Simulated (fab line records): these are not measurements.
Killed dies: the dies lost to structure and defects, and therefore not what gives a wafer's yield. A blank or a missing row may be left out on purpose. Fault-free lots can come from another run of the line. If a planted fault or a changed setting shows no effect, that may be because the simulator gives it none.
What tool caused it? :: flow sky130 :: Sampling: 13 lots, 38 wafers, 2 of 708 route steps

## WHAT THE GAUGES SHOWED, per wafer
SKY_LI_CONTACT_RS_MEAS_22: measures by four-point-probe. Usual: LI_CONTACT_W_RS 0.283 ohm/sq, standard deviation 0.005.
lot: L377
measured: day 28 22:23
on: film metro-04
LI_CONTACT_W_RS (ohm/sq): 0.288 0.287 0.285
flag: 

lot: L379
measured: day 29 13:24
on: film metro-04
LI_CONTACT_W_RS (ohm/sq): 0.287 0.285 0.284
flag: 

lot: L380
measured: day 30 06:37
on: film metro-03
LI_CONTACT_W_RS (ohm/sq): 0.283 0.279 0.284
flag: 

lot: L381
measured: day 30 11:29
on: film metro-04
LI_CONTACT_W_RS (ohm/sq): 0.287 0.288 0.286
flag: 

lot: L382
measured: day 30 17:09
on: film metro-02
LI_CONTACT_W_RS (ohm/sq): 0.275 0.274 0.281
flag: 

lot: L383
measured: day 31 03:44
on: film metro-02
LI_CONTACT_W_RS (ohm/sq): 0.283 0.279 0.285
flag: 

lot: L389
measured: day 33 04:41
on: film metro-04
LI_CONTACT_W_RS (ohm/sq): 0.287 0.284 0.287
flag: 

lot: L391
measured: day 33 22:26
on: film metro-04
LI_CONTACT_W_RS (ohm/sq): 0.272 0.280
flag: 

lot: L393
measured: day 34 07:19
on: film metro-03
LI_CONTACT_W_RS (ohm/sq): 0.282 0.285 0.282
flag: 

lot: L394
measured: day 34 18:00
on: film metro-02
LI_CONTACT_W_RS (ohm/sq): 0.286 0.284 0.276
flag: 

lot: L395
measured: day 35 09:14
on: film metro-04
LI_CONTACT_W_RS (ohm/sq): 0.284 0.279 0.278
flag: 

lot: L399
measured: day 36 11:50
on: film metro-04
LI_CONTACT_W_RS (ohm/sq): 0.284 0.286 0.289
flag: 

lot: L400
measured: day 36 16:08
on: film metro-04
LI_CONTACT_W_RS (ohm/sq): 0.286 0.287 0.285
flag: 

SKY_LOCAL_INTERCONNECT_CD_MEAS_11: target cd 170 nm. Usual: 170.2 nm for cd nm, sd 1.5.
lot: L377
measured: day 30 02:20
on: cd sem-02
cd nm (nm): 171.9 171.7 171.8
flag: 

lot: L379
measured: day 30 17:52
on: cd sem-01
cd nm (nm): 167.3 167.3 169.1
flag: 

lot: L380
measured: day 31 11:14
on: cd sem-01
cd nm (nm): 171.5 170.2 169.8
flag: 

lot: L381
measured: day 31 15:37
on: cd sem-02
cd nm (nm): 171.3 170.1 170.7
flag: 

lot: L382
measured: day 31 21:07
on: cd sem-01
cd nm (nm): 171.8 171.5 170.6
flag: 

lot: L383
measured: day 32 08:11
on: cd sem-01
cd nm (nm): 168.8 167.8 167.9
flag: 

lot: L389
measured: day 34 07:56
on: cd sem-01
cd nm (nm): 168.2 168.1 168.8
flag: 

lot: L391
measured: day 35 01:38
on: cd sem-02
cd nm (nm): 173.5 172.0
flag: 

lot: L393
measured: day 35 10:24
on: cd sem-02
cd nm (nm): 169.6 169.7 170.2
flag: 

lot: L394
measured: day 35 20:52
on: cd sem-02
cd nm (nm): 173.9 172.2 171.8
flag: 

lot: L395
measured: day 36 11:52
on: cd sem-01
cd nm (nm): 172.6 172.1 171.9
flag: 

lot: L399
measured: day 37 13:53
on: cd sem-02
cd nm (nm): 170.1 169.3 168.8
flag: 

lot: L400
measured: day 37 18:16
on: cd sem-01
cd nm (nm): 167.2 167.4 167.4
flag: 

## WHAT TOOL EACH LOT RAN ON (gives the tool, then ch and the chambers of the sampled wafers, and finally the start)
The record holds no process step before these readings.

## AS READ BY THE TOOLS THEMSELVES (means over the sampled wafers that have a number; for cases with no such wafer, the mark the record gives instead)
The record holds no such reading with a usual standard deviation.

## THE ANSWER, worked out from the rows above alone
Rule: lot off if the mean of its wafers having a number is beyond 3 standard deviations from the usual mean. A lot without any number at a reading at which 4 lots or more have one is off too. The other lots that the step has rows for count as sound. First the gauges in route order, then the tools' own readings, where a lot's mean is used as printed above. The first step at which some lot is off is used, and at that step the reading that is off furthest; a lot without a number counts as furthest.
No lot is off on any of the readings shown, so nothing can be concluded from this.

## WHAT THE SIMULATOR PUT IN
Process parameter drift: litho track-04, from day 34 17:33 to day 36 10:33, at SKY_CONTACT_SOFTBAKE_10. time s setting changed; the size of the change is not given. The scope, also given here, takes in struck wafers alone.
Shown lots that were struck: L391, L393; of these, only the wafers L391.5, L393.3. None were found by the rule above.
